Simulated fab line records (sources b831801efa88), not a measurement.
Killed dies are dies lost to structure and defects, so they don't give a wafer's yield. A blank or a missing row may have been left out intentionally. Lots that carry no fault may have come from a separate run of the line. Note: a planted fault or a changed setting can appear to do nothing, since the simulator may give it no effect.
Tool commonality check    flow sky130    Sample size 12 lots and 45 wafers

== WHY THIS WAS OPENED ==
3 of 12 lots carry a flag on the reading LOCAL_INTERCONNECT_TIN_RS at SKY_LOCAL_INTERCONNECT_RS_MEAS_01. Fault-free wafers read 14.09 ohm/sq, with a standard deviation of 0.16.
Rule: flag the lot when none of its wafers has a number, or when each of its wafers that has one lies beyond 4 standard deviations from that mean. All remaining lots are regarded as sound.

lot   measured      on            LOCAL_INTERCONNECT_TIN_RS (ohm/sq), wafer by wafer  flag
L317  day 28 20:25  filmMetro-01  14.27 14.19 14.23                                   
L318  day 29 09:23  filmMetro-01  14.20 14.16 14.19                                   
L319  day 29 20:31  filmMetro-03  14.47 14.37 14.47                                   
L322  day 31 01:23  filmMetro-01  14.10 14.16 14.20                                   
L324  day 31 21:19  filmMetro-01  14.21 14.12 14.24                                   
L327  day 32 15:23  filmMetro-04  14.09 14.16 14.31                                   
L330  day 33 18:59  filmMetro-03  14.04 14.03 14.09                                   
L334  day 35 01:40  filmMetro-01  14.02 14.12 14.35                                   
L337  day 35 22:27  filmMetro-04  13.86 13.70 13.67                                   
L338  day 36 06:01  filmMetro-01  18.73 19.03 19.12 18.74 19.02 19.13                 FLAGGED
L339  day 36 09:37  filmMetro-04  19.23 19.23 18.83 19.24 19.24 18.83                 FLAGGED
L340  day 36 16:31  filmMetro-04  19.02 19.24 18.99 19.02 19.24 18.99                 FLAGGED
On average the flagged lots' numbers are 19.05 ohm/sq, which is +4.96 ohm/sq against the usual, or +31 standard deviations.

== TOOL THAT RAN EACH LOT ==
The record holds 1 process step before the reading, out of a route of 708 steps. In each cell: the tool, then ch and the chambers that the sampled wafers went through, then the start.
lot   flag     SKY_LOCAL_INTERCONNECT_SPUTTER_00
L317           pvdSputter-01, day 28 20:19
L318           pvdSputter-03, day 29 09:20
L319           pvdSputter-02, day 29 20:27
L322           pvdSputter-03, day 31 01:19
L324           pvdSputter-03, day 31 21:13
L327           pvdSputter-02, day 32 15:19
L330           pvdSputter-01, day 33 18:53
L334           pvdSputter-03, day 35 01:35
L337           pvdSputter-02, day 35 22:23
L338  FLAGGED  pvdSputter-02, day 36 05:53
L339  FLAGGED  pvdSputter-02, day 36 09:31
L340  FLAGGED  pvdSputter-02, day 36 16:26
These steps, and what they do:
- SKY_LOCAL_INTERCONNECT_SPUTTER_00: material TiN, target thk 100 nm, time 83.3 s.
- SKY_LOCAL_INTERCONNECT_RS_MEAS_01: measures by four-point-probe.

== FLAGGED AGAINST TOTAL, ONE TOOL AT A TIME (gauges that did the reading follow at the end) ==
step                               tool           lots run  flagged  share of the flagged lots  sound lots run after its first flagged lot
SKY_LOCAL_INTERCONNECT_SPUTTER_00  pvdSputter-01  2         0        none                       -
SKY_LOCAL_INTERCONNECT_SPUTTER_00  pvdSputter-02  6         3        all                        0
SKY_LOCAL_INTERCONNECT_SPUTTER_00  pvdSputter-03  4         0        none                       -
SKY_LOCAL_INTERCONNECT_RS_MEAS_01  filmMetro-01   6         1        some                       0
SKY_LOCAL_INTERCONNECT_RS_MEAS_01  filmMetro-03   2         0        none                       -
SKY_LOCAL_INTERCONNECT_RS_MEAS_01  filmMetro-04   4         2        some                       0

== THE TABLE: WHAT IT ALLOWS ==
All flagged lots share 1 row of the table, namely pvdSputter-02 at SKY_LOCAL_INTERCONNECT_SPUTTER_00.
- pvdSputter-02 at SKY_LOCAL_INTERCONNECT_SPUTTER_00 ran 6 lots, 3 of them flagged. Last sound lot L337 at day 35 22:23, first flagged lot L338 at day 36 05:53; a fault beginning in between fits.
pvdSputter-02 at SKY_LOCAL_INTERCONNECT_SPUTTER_00 is the single tool remaining.

== WHAT THE SIMULATOR PUT IN ==
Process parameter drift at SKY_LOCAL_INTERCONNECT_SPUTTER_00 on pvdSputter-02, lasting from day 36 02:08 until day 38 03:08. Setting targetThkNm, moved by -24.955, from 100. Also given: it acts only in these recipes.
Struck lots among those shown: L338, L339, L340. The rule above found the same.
